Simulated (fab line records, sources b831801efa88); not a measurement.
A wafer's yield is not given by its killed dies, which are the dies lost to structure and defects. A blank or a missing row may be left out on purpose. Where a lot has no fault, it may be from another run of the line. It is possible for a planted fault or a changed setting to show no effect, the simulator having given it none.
What tool caused it? / flow sky130 / 10 lots (30 wafers sampled), 1 step of a 708-step route

WHAT THE GAUGES READ, wafer by wafer
SKY_VIA3_THK_MEAS_01.
lot=L377; measured=day 37 18:39; on=film_metro-01; VIA3_HDPCVD_THK (nm)=1651 1643 1644
lot=L380; measured=day 39 03:20; on=film_metro-02; VIA3_HDPCVD_THK (nm)=1660 1645 1643
lot=L383; measured=day 40 10:31; on=film_metro-02; VIA3_HDPCVD_THK (nm)=1656 1621 1634
lot=L385; measured=day 41 02:14; on=film_metro-04; VIA3_HDPCVD_THK (nm)=1657 1640 1626
lot=L389; measured=day 41 22:40; on=film_metro-04; VIA3_HDPCVD_THK (nm)=1645 1630 1661
lot=L392; measured=day 43 16:08; on=film_metro-04; VIA3_HDPCVD_THK (nm)=1642 1623 1623
lot=L395; measured=day 43 16:20; on=film_metro-04; VIA3_HDPCVD_THK (nm)=1623 1662 1664
lot=L399; measured=day 45 07:07; on=film_metro-04; VIA3_HDPCVD_THK (nm)=1664 1647 1668
lot=L398; measured=day 45 08:11; on=film_metro-04; VIA3_HDPCVD_THK (nm)=1649 1607 1638
lot=L400; measured=day 45 12:16; on=film_metro-01; VIA3_HDPCVD_THK (nm)=1640 1630 1674

WHICH TOOL RAN EACH LOT (tool, then ch and the chambers of the sampled wafers, then the start)
The record shows no process step preceding these readings.

AS READ BY THE TOOLS THEMSELVES (means over the sampled wafers that have a number; for cases with no such wafer, the mark the record gives instead)
The record holds no such reading with a usual standard deviation.

THE ANSWER, worked out from the rows above alone
Rule: usual is defined by the lots themselves. Put in order of their means at a reading, lots are off if they are a third of the lots or fewer, leave a main group of 4 or more, and stand apart from it by a gap of 3 or more times the standard deviation of the main group's means; of several such gaps the widest counts. A main group is skipped when, at the precision printed for the reading in the tables above, its means are all equal. A lot without any number at a reading at which 4 lots or more have one is off too. Any other lot the step has rows for is counted as sound. After the gauges, taken in route order, come the tools' own readings; for these a lot's mean is taken, as printed above. The first step at which some lot is off is used, and at that step the reading that is off furthest; a lot without a number counts as furthest.
None of the lots is off at any reading shown; this tells nothing.

WHAT THE SIMULATOR HAD INSERTED
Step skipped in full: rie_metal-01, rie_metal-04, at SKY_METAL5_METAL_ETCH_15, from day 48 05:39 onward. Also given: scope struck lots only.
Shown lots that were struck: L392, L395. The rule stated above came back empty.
